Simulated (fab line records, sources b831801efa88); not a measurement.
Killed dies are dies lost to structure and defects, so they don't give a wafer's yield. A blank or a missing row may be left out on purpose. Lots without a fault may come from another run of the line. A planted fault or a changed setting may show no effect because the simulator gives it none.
fab line records | flow gf180mcu
record lots=5 wafers=15 last_day=33
route steps=602 shown M5@534 V5@540 TOP_METAL@567
lots that met no fault: from a run of the same line without faults
start_h: hours from the record's first day to the start of the lot's first wafer shown | wait_h: hours since the lot's step before | " the same as in the row above | L1.1+2: a row that stands for several wafers | - no value, or no start given | * or withheld: withheld | < > ~ a bound
route shown NAME@n: a module of which the file shows steps, and the number in the route of the first | usual: mean/standard deviation of fault-free wafers | same: alike in all rows | chamber/n: place in a boat | sites: the reading at each site | _std_site: their standard deviation | _edge_site: outer sites' mean less inner sites' | radius_mm: how far each site lies from the wafer's centre | mask NAME#n: copy n | behind: the tool/chamber that last shaped the wafer | hold: why the lot was held/for how many hours/how that ended | device: the transistor (n, p or np) that didn't switch | end of line: the same wafers' tests at the end of the route | a step without rows: its recipe alone | killed: dies lost to structure and defects at the first sort, not the wafer's yield | map: a wafer's dies, x killed, . not, _ none there
set.NAME: the setting as run; set.NAME@STEP: as run at that earlier step | model.NAME: the simulator's own value behind a step, which no gauge read
lots at some steps of the route; a table a step, a row a wafer
services: from which hour (start_h, from the record's first day; less than 0 if before it) a tool's chamber was out of use, for how many hours, and why
## steps
# step GF_M5_OVL_MEAS_08
# usual M5_OVL=-3/4.7
# columns lot.wafer tool chamber start_h wait_h M5_OVL[nm]
L074.3 overlay-02 - 602.04 0.1 7
L074.5 " - " " -3
L074.6 " - " " 3
L083.1 overlay-01 - 677.58 0.1 -5
L083.2 " - " " -9
L083.4 " - " " -9
L087.3 overlay-02 - 702.99 0.1 -8
L087.5 " - " " -14
L087.6 " - " " -9
L089.1 overlay-01 - 720.78 0.1 -3
L089.4 " - " " -7
L089.6 " - " " -5
L092.2 overlay-01 - 740.27 0.1 -5
L092.3 " - " " -7
L092.5 " - " " -3
# step GF_M5_ETCH_09
# recipe chemistry=CF4/O2 target=Si3N4 target_depth_nm=52 source_w=800 bias_w=150 pressure_mtorr=150 cf4_flow_sccm=80 O2_flow_sccm=10 time_s=11.6
# usual bias_w=150.0/0.44 drypump_motor_current_A=5.6/0.52 oes_product_au=1.000/0.0075 throttle_valve_pct=5.970/0.0092
# columns lot.wafer tool chamber start_h wait_h bias_w drypump_motor_current_A oes_product_au rf_hours_counter_h throttle_valve_pct
L074.3 rie_diel-02 3 602.08 0.0 150.5 5.9 1.001 - 5.977
L074.5 " 2 " " 150.4 4.8 1.007 - 5.966
L074.6 " 3 " " 150.2 5.9 0.994 - 5.962
L083.1 rie_diel-02 2 677.61 0.0 149.2 4.9 1.000 20 5.972
L083.2 " 3 " " 149.4 5.9 0.994 11 5.977
L083.4 " 1 " " 149.8 5.8 0.991 5 5.975
L087.3 rie_diel-02 1 703.02 0.0 149.8 5.8 0.991 7 5.954
L087.5 " 2 " " 149.8 4.8 0.997 - 5.978
L087.6 " 3 " " 150.1 5.9 0.991 - 5.961
L089.1 rie_diel-04 0 720.82 0.0 149.8 6.1 1.000 4 5.956
L089.4 " 1 " " 150.7 5.2 1.008 14 5.962
L089.6 " 1 " " 150.4 5.2 0.998 - 5.957
L092.2 rie_diel-02 0 740.30 0.0 149.3 5.9 1.010 20 5.973
L092.3 " 3 " " 150.2 5.9 0.994 14 5.965
L092.5 " 2 " " 150.0 4.8 1.015 - 5.983
# step GF_M5_METAL_ETCH_10
# recipe chemistry=Cl2/BCl3 mask_material=KrF target_depth_nm=627.5 stop_on=SiO2 pressure_mtorr=8 icp_w=800 bias_w=140 Cl2_flow_sccm=80 bcl3_flow_sccm=40 time_s=104.6
# usual bias_w=140.0/0.37 drypump_motor_current_A=5.6/0.48 oes_product_au=0.974/0.0054 throttle_valve_pct=28.248/0.01
# columns lot.wafer tool chamber start_h wait_h bias_w drypump_motor_current_A oes_product_au rf_hours_counter_h throttle_valve_pct
L074.3 rie_metal-02 1 602.14 0.0 140.3 5.3 0.982 - 28.240
L074.5 " 1 " " 139.8 5.3 0.969 - 28.244
L074.6 " 0 " " 139.7 6.2 0.976 - 28.249
L083.1 rie_metal-02 1 677.64 0.0 140.4 5.3 0.968 11 28.245
L083.2 " 0 " " 139.7 6.2 0.968 5 28.242
L083.4 " 1 " " 139.4 5.3 0.967 - 28.235
L087.3 rie_metal-02 1 703.08 0.0 140.1 5.2 0.978 - 28.244
L087.5 " 0 " " 140.4 6.2 0.975 - 28.243
L087.6 " 1 " " 139.9 5.3 0.970 - 28.260
L089.1 rie_metal-04 0 720.84 0.0 140.2 6.4 0.977 1 28.219
L089.4 " 1 " " 139.6 5.1 0.980 - 28.250
L089.6 " 1 " " 139.8 5.1 0.977 - 28.240
L092.2 rie_metal-02 0 740.32 0.0 139.5 6.2 0.984 8 28.248
L092.3 " 1 " " 139.5 5.3 0.972 - 28.277
L092.5 " 1 " " 139.5 5.2 0.975 - 28.238
# step GF_M5_STRIP_11
# recipe chemistry=O2/N2 power_w=1400 pressure_mtorr=1500 platen_temp_c=250 o2_flow_sccm=3000 n2_flow_sccm=300 overash_fraction=0.5
# usual drypump_motor_current_A=5.8/0.52 heater_power_w=335/20 oes_product_au=0.543/0.0047 strip_time_to_endpoint_s=7.51/0.035
# columns lot.wafer tool chamber start_h wait_h drypump_motor_current_A heater_power_w oes_product_au rf_hours_counter_h strip_time_to_endpoint_s
L074.3 plasma_asher-04 1 602.24 0.1 6.4 336 0.542 - 7.56
L074.5 " 1 " " 6.3 344 0.549 - 7.55
L074.6 " 0 " " 5.3 358 0.542 - 7.52
L083.1 plasma_asher-02 1 677.75 0.1 5.6 301 0.548 60 7.57
L083.2 " 0 " " 5.7 308 0.538 60 7.54
L083.4 " 1 " " 5.6 320 0.544 - 7.57
L087.3 plasma_asher-04 1 703.19 0.1 6.3 348 0.542 - 7.57
L087.5 " 1 " " 6.4 341 0.540 - 7.51
L087.6 " 0 " " 5.3 361 0.543 - 7.56
L089.1 plasma_asher-04 0 720.95 0.1 5.3 362 0.548 99 7.52
L089.4 " 1 " " 6.3 341 0.537 - 7.49
L089.6 " 0 " " 5.3 366 0.541 - 7.52
L092.2 plasma_asher-02 1 740.44 0.1 5.6 310 0.538 67 7.48
L092.3 " 1 " " 5.6 305 0.540 - 7.50
L092.5 " 0 " " 5.7 311 0.542 - 7.51
# step GF_M5_STRIP_12
# recipe chemistry=post_etch_residue_remover time_s=1200 temp_c=72.5
# usual temp_c=72.50/0.12
# columns lot.wafer tool chamber start_h wait_h temp_c
L074.3 wet_bench-03 1 602.31 0.0 72.35
L074.5 " 1 " " 72.57
L074.6 " 1 " " 72.49
L083.1 wet_bench-02 2 677.85 0.1 72.39
L083.2 " 2 " " 72.43
L083.4 " 2 " " 72.39
L087.3 wet_bench-03 2 703.25 0.0 72.45
L087.5 " 2 " " 72.42
L087.6 " 2 " " 72.47
L089.1 wet_bench-04 1 721.05 0.1 72.54
L089.4 " 1 " " 72.46
L089.6 " 1 " " 72.52
L092.2 wet_bench-04 3 740.54 0.1 72.60
L092.3 " 3 " " 72.40
L092.5 " 3 " " 72.43
# step GF_M5_CLEAN_13
# recipe chemistry=DIW dry=n2_spin
# columns lot.wafer tool chamber start_h wait_h
L074.3+5+6 wet_bench-02 3 602.65 0.0
L083.1+2+4 wet_bench-04 3 678.19 0.0
L087.3+5+6 wet_bench-02 3 703.62 0.0
L089.1+4+6 wet_bench-03 1 721.39 0.0
L092.2+3+5 wet_bench-04 0 740.88 0.0
# step GF_V5_CVD_00
# recipe material=SiO2 target_thk_nm=300 sigma_open_frac=0.3 temp_c=400 time_s=50 sih4_flow_sccm=60 pressure_mtorr=6
# columns lot.wafer tool chamber start_h wait_h
L074.3+5+6 hdpcvd-02 2,1,2 602.74 0.0
L083.1+2+4 hdpcvd-02 1,0,2 678.28 0.0
L087.3+5+6 hdpcvd-01 1,2,0 703.72 0.0
L089.1+4+6 hdpcvd-01 0,1,0 721.49 0.0
L092.2+3+5 hdpcvd-01 0,1,2 740.97 0.0
# step GF_V5_THK_MEAS_01
# recipe reads=SiO2_of_V5_CVD_00
# usual V5_CVD_00_THK=300.9/2.7
# columns lot.wafer tool chamber start_h wait_h V5_CVD_00_THK[nm]
L074.3 film_metro-01 - 602.81 0.0 300.2
L074.5 " - " " 297.1
L074.6 " - " " 301.7
L083.1 film_metro-03 - 678.33 0.0 300.1
L083.2 " - " " 299.7
L083.4 " - " " 295.5
L087.3 film_metro-01 - 703.78 0.0 302.4
L087.5 " - " " 302.0
L087.6 " - " " 299.3
L089.1 film_metro-01 - 721.53 0.0 301.2
L089.4 " - " " 301.3
L089.6 " - " " 301.6
L092.2 film_metro-02 - 741.02 0.0 299.5
L092.3 " - " " 298.1
L092.5 " - " " 299.3
# step GF_V5_CVD_02
# recipe material=SiO2 target_thk_nm=1450 precursor=TEOS temp_c=400 time_s=163.28 rf_w=600
# usual heater_power_w=615/97
# columns lot.wafer tool chamber start_h wait_h heater_power_w
L074.3 pecvd-03 1 602.85 0.0 581
L074.5 " 1 " " 468
L074.6 " 0 " " 477
L083.1 pecvd-03 0 678.39 0.1 515
L083.2 " 1 " " 550
L083.4 " 0 " " 580
L087.3 pecvd-01 0 703.82 0.0 769
L087.5 " 0 " " 644
L087.6 " 1 " " 609
L089.1 pecvd-04 2 721.59 0.1 747
L089.4 " 1 " " 533
L089.6 " 2 " " 626
L092.2 pecvd-01 2 741.07 0.0 604
L092.3 " 1 " " 528
L092.5 " 1 " " 609
# step GF_V5_THK_MEAS_03
# recipe reads=SiO2_of_V5_CVD_02
# usual V5_CVD_02_THK=1453/16
# columns lot.wafer tool chamber start_h wait_h V5_CVD_02_THK[nm]
L074.3 film_metro-01 - 602.98 0.1 1420
L074.5 " - " " 1465
L074.6 " - " " 1454
L083.1 film_metro-02 - 678.49 0.1 1459
L083.2 " - " " 1444
L083.4 " - " " 1467
L087.3 film_metro-03 - 703.95 0.1 1442
L087.5 " - " " 1453
L087.6 " - " " 1469
L089.1 film_metro-02 - 721.70 0.1 1432
L089.4 " - " " 1454
L089.6 " - " " 1452
L092.2 film_metro-01 - 741.19 0.1 1451
L092.3 " - " " 1431
L092.5 " - " " 1443
# step GF_V5_CMP_04
# recipe material=SiO2 down_force_psi=4 platen_rpm=60 pad_velocity_m_s=0.94248
# usual motor_current_A=12.3/1.2
# columns lot.wafer tool chamber start_h wait_h motor_current_A
L074.3 cmp-02 3 603.02 0.0 11.9
L074.5 " 3 " " 11.7
L074.6 " 0 " " 9.7
L083.1 cmp-01 0 678.55 0.1 13.5
L083.2 " 1 " " 10.9
L083.4 " 3 " " 13.6
L087.3 cmp-01 3 704.14 0.2 13.6
L087.6 " 0 " " 13.1
L087.5 " 1 " " 10.9
L089.4 cmp-02 1 721.77 0.0 12.6
L089.1 " 0 " " 10.3
L089.6 " 1 " " 13.1
L092.3 cmp-01 0 741.29 0.1 13.9
L092.2 " 2 " " 11.9
L092.5 " 0 " " 13.7
# step GF_V5_BOW_MEAS_05
# recipe mode=bow
# usual V5_BOW=130/9.5
# columns lot.wafer tool chamber start_h wait_h V5_BOW[um]
L074.3 film_metro-02 - 603.36 0.3 119
L074.5 " - " " 114
L074.6 " - " " 123
L083.1 film_metro-02 - 678.85 0.2 115
L083.2 " - " " 117
L083.4 " - " " 117
L087.3 film_metro-03 - 704.33 0.1 134
L087.5 " - " " 136
L087.6 " - " " 140
L089.1 film_metro-03 - 722.07 0.1 123
L089.4 " - " " 128
L089.6 " - " " 121
L092.2 film_metro-02 - 741.56 0.1 128
L092.3 " - " " 140
L092.5 " - " " 136
# step GF_V5_DEHYDRATE_06
# recipe temp_c=200 time_s=60
# columns lot.wafer tool chamber start_h wait_h
L074.3+5+6 litho_track-04 0 613.31 9.9
L083.1+2+4 litho_track-04 0 687.46 8.6
L087.3+5+6 litho_track-02 0 712.61 8.3
L089.1+4+6 litho_track-04 0 730.06 8.0
L092.2+3+5 litho_track-02 0 749.68 8.1
# step GF_V5_HMDS_07
# recipe prime_time_s=60 prime_temp_c=120
# usual prime_temp_c=120.03/0.13
# same prime_time_s=60
# columns lot.wafer tool chamber start_h wait_h prime_temp_c
L074.3 litho_track-04 0 613.46 0.1 120.07
L074.5 " 0 " " 119.95
L074.6 " 0 " " 120.16
L083.1 litho_track-04 0 687.61 0.1 120.11
L083.2 " 0 " " 120.08
L083.4 " 0 " " 120.12
L087.3 litho_track-02 0 712.76 0.1 119.93
L087.5 " 0 " " 119.97
L087.6 " 0 " " 119.97
L089.1 litho_track-04 0 730.21 0.1 120.14
L089.4 " 0 " " 119.93
L089.6 " 0 " " 119.75
L092.2 litho_track-02 0 749.83 0.1 120.27
L092.3 " 0 " " 120.20
L092.5 " 0 " " 120.04
# step GF_V5_COAT_08
# recipe resist=BARC temp_c=withheld time_s=withheld spin_rpm=withheld resist_thk_nm=withheld
# columns lot.wafer tool chamber start_h wait_h
L074.3+5+6 litho_track-04 0 613.61 0.1
L083.1+2+4 litho_track-04 0 687.76 0.1
L087.3+5+6 litho_track-02 0 712.91 0.1
L089.1+4+6 litho_track-04 0 730.36 0.1
L092.2+3+5 litho_track-02 0 749.98 0.1
# step GF_V5_COAT_09
# recipe resist=KrF spin_rpm=withheld resist_thk_nm=1000
# columns lot.wafer tool chamber start_h wait_h
L074.3+5+6 litho_track-04 0 - -
L083.1+2+4 litho_track-04 0 - -
L087.3+5+6 litho_track-02 0 - -
L089.1+4+6 litho_track-04 0 - -
L092.2+3+5 litho_track-02 0 - -
# step GF_V5_SOFTBAKE_10
# recipe temp_c=130 time_s=60 resist=KrF
# columns lot.wafer tool chamber start_h wait_h
L074.3+5+6 litho_track-04 0 - -
L083.1+2+4 litho_track-04 0 - -
L087.3+5+6 litho_track-02 0 - -
L089.1+4+6 litho_track-04 0 - -
L092.2+3+5 litho_track-02 0 - -
# step GF_V5_EXPOSE_11
# recipe mask_id=Via5 target_cd_nm=260 na=0.68 source_shape=conventional sigma_outer=0.6 dose_mj=38
# usual exposure_dose_mJ_cm2=38.06/0.14
# columns lot.wafer tool chamber start_h wait_h mask exposure_dose_mJ_cm2
L074.3 krf_scanner-02 0 - - Via5#0 37.96
L074.5 " 0 " " Via5#0 37.99
L074.6 " 0 " " Via5#0 38.05
L083.1 krf_scanner-01 0 - - Via5#0 38.30
L083.2 " 0 " " Via5#0 38.29
L083.4 " 0 " " Via5#0 38.24
L087.3 krf_scanner-01 0 - - Via5#0 38.20
L087.5 " 0 " " Via5#0 38.27
L087.6 " 0 " " Via5#0 38.30
L089.1 krf_scanner-01 0 - - Via5#0 38.17
L089.4 " 0 " " Via5#0 38.21
L089.6 " 0 " " Via5#0 38.19
L092.2 krf_scanner-02 0 - - Via5#0 37.95
L092.3 " 0 " " Via5#0 37.90
L092.5 " 0 " " Via5#0 37.98
# step GF_V5_PEB_12
# recipe peb_temp_c=135 peb_time_s=90 resist=KrF
# columns lot.wafer tool chamber start_h wait_h
L074.3+5+6 litho_track-03 0 - -
L083.1+2+4 litho_track-04 0 - -
L087.3+5+6 litho_track-02 0 - -
L089.1+4+6 litho_track-03 0 - -
L092.2+3+5 litho_track-04 0 - -
# step GF_V5_DEVELOP_13
# recipe develop_time_s=60 resist=KrF dev_temp_c=21
# columns lot.wafer tool chamber start_h wait_h
L074.3+5+6 litho_track-03 0 624.45 0.1
L083.1+2+4 litho_track-04 0 697.06 0.2
L087.3+5+6 litho_track-02 0 721.81 0.1
L089.1+4+6 litho_track-03 0 739.05 0.2
L092.2+3+5 litho_track-04 0 758.38 0.2
# step GF_V5_CD_MEAS_14
# recipe target_cd_nm=260
# usual cd_nm=259.4/1.1
# columns lot.wafer tool chamber start_h wait_h cd_nm
L074.3 cd_sem-02 - 624.59 0.1 259.1
L074.5 " - " " 258.5
L074.6 " - " " 259.4
L083.1 cd_sem-02 - 697.21 0.1 259.7
L083.2 " - " " 261.1
L083.4 " - " " 260.2
L087.3 cd_sem-01 - 721.95 0.1 258.4
L087.5 " - " " 258.8
L087.6 " - " " 258.1
L089.1 cd_sem-01 - 739.20 0.1 259.7
L089.4 " - " " 259.4
L089.6 " - " " 259.4
L092.2 cd_sem-02 - 758.53 0.1 261.2
L092.3 " - " " 259.7
L092.5 " - " " 261.1
# step GF_V5_OVL_MEAS_15
# usual V5_OVL=-1/5
# columns lot.wafer tool chamber start_h wait_h V5_OVL[nm]
L074.3 overlay-01 - 624.68 0.1 -2
L074.5 " - " " 1
L074.6 " - " " 0
L083.1 overlay-02 - 697.33 0.1 -3
L083.2 " - " " 0
L083.4 " - " " 4
L087.3 overlay-02 - 722.04 0.1 1
L087.5 " - " " 5
L087.6 " - " " 4
L089.1 overlay-02 - 739.32 0.1 -6
L089.4 " - " " -5
L089.6 " - " " 1
L092.2 overlay-01 - 758.64 0.1 4
L092.3 " - " " 2
L092.5 " - " " 2
# step GF_V5_ETCH_16
# recipe chemistry=N2/H2 target_depth_a=withheld overetch_a=withheld time_s=withheld target=BARC ion_energy_ev=200 source_w=500 bias_w=100 pressure_mtorr=30 n2_flow_sccm=100 h2_flow_sccm=200
# usual bias_w=100.0/0.3 drypump_motor_current_A=5.7/0.53 oes_product_au=0.855/0.0049 throttle_valve_pct=13.225/0.0091
# columns lot.wafer tool chamber start_h wait_h bias_w drypump_motor_current_A oes_product_au throttle_valve_pct
L074.3 rie_diel-04 0 624.70 0.0 100.4 6.1 0.844 13.220
L074.5 " 0 " " 99.6 6.1 0.857 13.229
L074.6 " 1 " " 100.1 5.2 0.858 13.224
L083.1 rie_diel-01 2 697.37 0.0 100.2 5.4 0.851 13.216
L083.2 " 0 " " 99.9 5.4 0.858 13.205
L083.4 " 1 " " 99.8 6.1 0.868 13.220
L087.3 rie_diel-02 3 722.06 0.0 100.5 5.9 0.858 13.230
L087.5 " 3 " " 100.2 5.9 0.853 13.217
L087.6 " 2 " " 100.3 4.8 0.857 13.217
L089.1 rie_diel-01 3 739.35 0.0 99.8 6.6 0.850 13.222
L089.4 " 1 " " 99.8 6.1 0.848 13.225
L089.6 " 0 " " 100.4 5.4 0.849 13.228
L092.2 rie_diel-04 2 758.67 0.0 100.4 4.8 0.849 13.223
L092.3 " 1 " " 100.0 5.2 0.847 13.220
L092.5 " 1 " " 100.2 5.2 0.842 13.224
# step GF_V5_ETCH_17
# recipe chemistry=C4F8/O2/Ar mask_material=KrF target=SiO2 stop_on=TiN source_w=1500 bias_w=1200 pressure_mtorr=40 c4f8_flow_sccm=withheld O2_flow_sccm=6 Ar_flow_sccm=300 time_s=withheld target_depth_a=8550
# usual bias_w=1200/3.7 oes_product_au=0.860/0.0041
# columns lot.wafer tool chamber start_h wait_h bias_w oes_product_au
L074.3 rie_diel-04 0 - - 1205 0.862
L074.5 " 0 " " 1200 0.861
L074.6 " 1 " " 1196 0.855
L083.1 rie_diel-01 2 - - 1196 0.865
L083.2 " 0 " " 1197 0.861
L083.4 " 1 " " 1204 0.858
L087.3 rie_diel-02 0 - - 1203 0.863
L087.5 " 2 " " 1198 0.859
L087.6 " 3 " " 1202 0.859
L089.1 rie_diel-01 3 - - 1198 0.855
L089.4 " 1 " " 1199 0.855
L089.6 " 0 " " 1193 0.854
L092.2 rie_diel-04 2 - - 1197 0.862
L092.3 " 1 " " 1198 0.860
L092.5 " 1 " " 1200 0.864
# step GF_V5_STRIP_18
# recipe chemistry=O2/N2 power_w=1400 pressure_mtorr=1500 platen_temp_c=250 o2_flow_sccm=3000 n2_flow_sccm=300 overash_fraction=0.5
# usual drypump_motor_current_A=5.9/0.62 heater_power_w=321/33 oes_product_au=0.569/0.0053
# columns lot.wafer tool chamber start_h wait_h drypump_motor_current_A heater_power_w oes_product_au rf_hours_counter_h
L074.3 plasma_asher-03 0 624.89 - 6.7 352 0.575 -
L074.5 " 1 " " 5.2 316 0.576 -
L074.6 " 0 " " 6.6 349 0.569 -
L083.1 plasma_asher-04 0 697.52 - 5.3 355 0.573 97
L083.2 " 1 " " 6.4 356 0.570 97
L083.4 " 1 " " 6.3 341 0.571 -
L087.3 plasma_asher-03 1 722.25 - 5.2 322 0.576 -
L087.5 " 1 " " 5.2 326 0.566 -
L087.6 " 0 " " 6.7 346 0.583 -
L089.1 plasma_asher-01 0 739.50 - 5.4 282 0.575 102
L089.4 " 1 " " 6.5 281 0.569 -
L089.6 " 0 " " 5.4 286 0.565 -
L092.2 plasma_asher-01 0 758.82 - 5.4 277 0.563 104
L092.3 " 0 " " 5.4 289 0.568 -
L092.5 " 0 " " 5.4 281 0.571 -
# step GF_V5_STRIP_19
# recipe chemistry=post_etch_residue_remover time_s=1200 temp_c=72.5
# usual temp_c=72.50/0.13
# columns lot.wafer tool chamber start_h wait_h temp_c
L074.3 wet_bench-03 2 624.96 0.0 72.45
L074.5 " 2 " " 72.38
L074.6 " 2 " " 72.21
L083.1 wet_bench-01 3 697.62 0.1 72.45
L083.2 " 3 " " 72.29
L083.4 " 3 " " 72.29
L087.3 wet_bench-03 0 722.32 0.0 72.62
L087.5 " 0 " " 72.48
L087.6 " 0 " " 72.46
L089.1 wet_bench-01 0 739.60 0.1 72.46
L089.4 " 0 " " 72.65
L089.6 " 0 " " 72.61
L092.2 wet_bench-04 2 758.92 0.1 72.56
L092.3 " 2 " " 72.63
L092.5 " 2 " " 72.44
# step GF_V5_CLEAN_20
# recipe chemistry=DIW dry=n2_spin
# columns lot.wafer tool chamber start_h wait_h
L074.3+5+6 wet_bench-04 2 625.30 0.0
L083.1+2+4 wet_bench-04 3 697.99 0.0
L087.3+5+6 wet_bench-01 2 722.66 0.0
L089.1+4+6 wet_bench-01 3 739.95 0.0
L092.2+3+5 wet_bench-01 3 759.26 0.0
# step GF_V5_SPUTTER_21
# recipe material=Ti target_thk_nm=15 chamber_pressure_pa=5 power_w=2500 substrate_temp_c=200 time_s=80.02
# usual chamber_pressure_pa=5.000/0.011 throttle_valve_pct=30.0/0.97
# columns lot.wafer tool chamber start_h wait_h chamber_pressure_pa throttle_valve_pct
L074.3 pvd_sputter-01 - 625.39 0.0 4.979 29.1
L074.5 " - " " 4.999 30.7
L074.6 " - " " 5.021 31.0
L083.1 pvd_sputter-01 - 698.08 0.0 4.996 29.0
L083.2 " - " " 4.984 29.2
L083.4 " - " " 5.003 30.8
L087.3 pvd_sputter-03 - 722.75 0.0 4.996 30.4
L087.5 " - " " 5.004 28.4
L087.6 " - " " 5.016 30.1
L089.1 pvd_sputter-03 - 740.04 0.0 4.986 29.7
L089.4 " - " " 4.981 30.4
L089.6 " - " " 5.002 30.1
L092.2 pvd_sputter-01 - 759.35 0.0 5.019 31.0
L092.3 " - " " 5.005 30.8
L092.5 " - " " 5.012 29.1
# step GF_V5_SPUTTER_22
# recipe material=TiN target_thk_nm=10 chamber_pressure_pa=5 power_w=4000 time_s=40
# usual chamber_pressure_pa=4.998/0.01 throttle_valve_pct=30.1/0.97
# columns lot.wafer tool chamber start_h wait_h chamber_pressure_pa throttle_valve_pct
L074.3 pvd_sputter-01 - 625.45 0.0 4.998 29.3
L074.5 " - " " 5.014 30.8
L074.6 " - " " 4.997 30.8
L083.1 pvd_sputter-01 - 698.15 0.0 5.002 29.0
L083.2 " - " " 5.012 29.5
L083.4 " - " " 4.999 30.9
L087.3 pvd_sputter-03 - 722.81 0.0 4.999 30.6
L087.5 " - " " 5.013 28.8
L087.6 " - " " 5.009 30.2
L089.1 pvd_sputter-03 - 740.10 0.0 4.997 30.0
L089.4 " - " " 5.002 30.4
L089.6 " - " " 4.993 30.0
L092.2 pvd_sputter-01 - 759.41 0.0 4.998 30.7
L092.3 " - " " 5.010 30.9
L092.5 " - " " 5.006 29.0
# step GF_V5_CVD_23
# recipe material=W target_thk_nm=350 time_s=104.9 temp_c=400 pressure_torr=40
# usual heater_power_w=883/50
# columns lot.wafer tool chamber start_h wait_h heater_power_w
L074.3 cvd_w-02 1 625.53 0.1 850
L074.5 " 0 " " 829
L074.6 " 1 " " 828
L083.1 cvd_w-01 1 698.18 0.0 914
L083.2 " 0 " " 924
L083.4 " 0 " " 936
L087.3 cvd_w-02 0 722.89 0.1 823
L087.5 " 1 " " 873
L087.6 " 0 " " 805
L089.1 cvd_w-01 0 740.14 0.0 936
L089.4 " 1 " " 912
L089.6 " 0 " " 924
L092.2 cvd_w-01 1 759.45 0.0 922
L092.3 " 0 " " 953
L092.5 " 0 " " 925
# step GF_V5_RS_MEAS_24
# recipe thk_meas_gauge=four-point-probe reads=W_of_V5_CVD_23+TiN_of_V5_SPUTTER_22+Ti_of_V5_SPUTTER_21
# usual V5_W_RS=0.330/0.0033
# columns lot.wafer tool chamber start_h wait_h V5_W_RS[ohm/sq]
L074.3 film_metro-01 - 625.64 0.1 0.330
L074.5 " - " " 0.329
L074.6 " - " " 0.327
L083.1 film_metro-01 - 698.30 0.1 0.327
L083.2 " - " " 0.325
L083.4 " - " " 0.325
L087.3 film_metro-01 - 723.00 0.1 0.328
L087.5 " - " " 0.329
L087.6 " - " " 0.327
L089.1 film_metro-01 - 740.25 0.1 0.324
L089.4 " - " " 0.331
L089.6 " - " " 0.325
L092.2 film_metro-03 - 759.58 0.1 0.332
L092.3 " - " " 0.325
L092.5 " - " " 0.329
# step GF_V5_THK_MEAS_25
# recipe thk_meas_gauge=xrf reads=W_of_V5_CVD_23
# usual V5_W_THK=350/3.8
# columns lot.wafer tool chamber start_h wait_h V5_W_THK[nm]
L074.3 film_metro-01 - 625.74 0.1 350
L074.5 " - " " 352
L074.6 " - " " 353
L083.1 film_metro-01 - 698.42 0.1 352
L083.2 " - " " 354
L083.4 " - " " 353
L087.3 film_metro-01 - 723.10 0.1 349
L087.5 " - " " 348
L087.6 " - " " 350
L089.1 film_metro-01 - 740.37 0.1 355
L089.4 " - " " 349
L089.6 " - " " 354
L092.2 film_metro-03 - 759.69 0.1 348
L092.3 " - " " 355
L092.5 " - " " 351
# step GF_V5_CMP_26
# recipe stop_on=SiO2 down_force_psi=3.5 platen_rpm=60 t_overpolish_s=15 target_thk_nm=0 pad_velocity_m_s=0.94248
# usual motor_current_A=11.1/1.1 overpolish_run_s=14.999/0.0084 time_to_endpoint_s=85/3.6
# columns lot.wafer tool chamber start_h wait_h motor_current_A overpolish_run_s time_to_endpoint_s
L074.3 cmp-01 2 625.83 0.1 10.7 15.000 83
L074.5 " 1 " " 10.3 15.009 82
L074.6 " 2 " " 10.5 15.013 84
L083.4 cmp-02 1 698.53 0.1 11.9 14.990 92
L083.1 " 2 " " 12.0 14.990 92
L083.2 " 3 " " 10.3 15.015 91
L087.3 cmp-02 0 723.29 0.2 10.0 14.999 86
L087.6 " 1 " " 12.0 14.992 86
L087.5 " 2 " " 12.1 14.995 90
L089.4 cmp-01 3 740.43 0.0 12.1 14.987 90
L089.1 " 0 " " 12.5 15.003 86
L089.6 " 0 " " 12.6 15.000 86
L092.3 cmp-02 2 759.84 0.1 11.8 15.003 89
L092.2 " 3 " " 11.2 14.994 83
L092.5 " 0 " " 9.6 14.991 86
# step GF_TOP_METAL_SPUTTER_00
# recipe material=Ti target_thk_nm=37.5 arriving_ion_energy_ev=80 substrate_temp_c=200 chamber_pressure_pa=2 power_w=4000 time_s=150
# usual chamber_pressure_pa=2.000/0.0041 throttle_valve_pct=29.7/1
# columns lot.wafer tool chamber start_h wait_h chamber_pressure_pa throttle_valve_pct
L074.3 pvd_sputter-02 - 626.08 0.2 1.994 28.1
L074.5 " - " " 1.997 30.2
L074.6 " - " " 2.000 29.7
L083.1 pvd_sputter-04 - 698.78 0.1 2.004 28.1
L083.2 " - " " 1.991 29.0
L083.4 " - " " 1.995 28.8
L087.3 pvd_sputter-04 - 723.44 0.1 1.999 29.1
L087.5 " - " " 2.002 30.8
L087.6 " - " " 1.992 28.0
L089.1 pvd_sputter-01 - 740.73 0.2 1.997 30.8
L089.4 " - " " 2.001 29.4
L089.6 " - " " 2.002 30.7
L092.2 pvd_sputter-04 - 760.04 0.1 2.003 28.2
L092.3 " - " " 1.992 30.8
L092.5 " - " " 2.006 28.3
# step GF_TOP_METAL_SPUTTER_01
# recipe material=TiN target_thk_nm=30 power_w=6500 time_s=25 chamber_pressure_pa=0.4
# usual chamber_pressure_pa=0.4000/0.00088 throttle_valve_pct=29.7/1
# columns lot.wafer tool chamber start_h wait_h chamber_pressure_pa throttle_valve_pct
L074.3 pvd_sputter-02 - 626.18 0.1 0.4004 28.4
L074.5 " - " " 0.3999 30.2
L074.6 " - " " 0.3990 29.7
L083.1 pvd_sputter-04 - 698.88 0.1 0.4004 28.2
L083.2 " - " " 0.3992 29.1
L083.4 " - " " 0.4009 29.3
L087.3 pvd_sputter-04 - 723.54 0.1 0.3986 29.2
L087.5 " - " " 0.4017 30.9
L087.6 " - " " 0.4011 28.1
L089.1 pvd_sputter-01 - 740.83 0.1 0.3981 30.6
L089.4 " - " " 0.4009 29.1
L089.6 " - " " 0.3990 30.9
L092.2 pvd_sputter-04 - 760.14 0.1 0.4011 28.0
L092.3 " - " " 0.4018 30.8
L092.5 " - " " 0.4008 28.1
## services
# columns tool chamber start_h hours kind
rie_diel-04 0 583.49 16.5 repair
rie_diel-01 1 588.50 3.7 repair
krf_scanner-01 - 589.18 0.8 pm
rie_diel-02 0 591.51 54.5 repair
rie_diel-02 1 595.87 7.6 repair
cvd_w-01 - 597.07 6.0 pm
cmp-02 - 611.68 0.8 repair
wet_bench-04 - 615.81 1.1 repair
cmp-02 - 618.96 6.3 pm
plasma_asher-04 - 632.76 4.3 repair
plasma_asher-04 - 649.08 15.5 repair
rie_diel-02 - 652.50 0.9 repair
plasma_asher-04 - 665.54 2.8 pm
rie_diel-01 - 675.92 1.7 repair
rie_diel-02 - 691.51 0.5 repair
rie_diel-02 3 695.05 7.1 repair
pvd_sputter-01 - 701.40 2.1 repair
cmp-01 - 701.87 0.6 repair
cmp-01 - 717.78 4.7 repair
cmp-01 - 732.01 0.3 repair
plasma_asher-04 - 733.75 9.0 pm
cmp-01 - 745.82 4.0 pm
rie_diel-02 3 749.85 4.8 repair
pvd_sputter-03 - 752.57 0.7 repair
## key
fault none
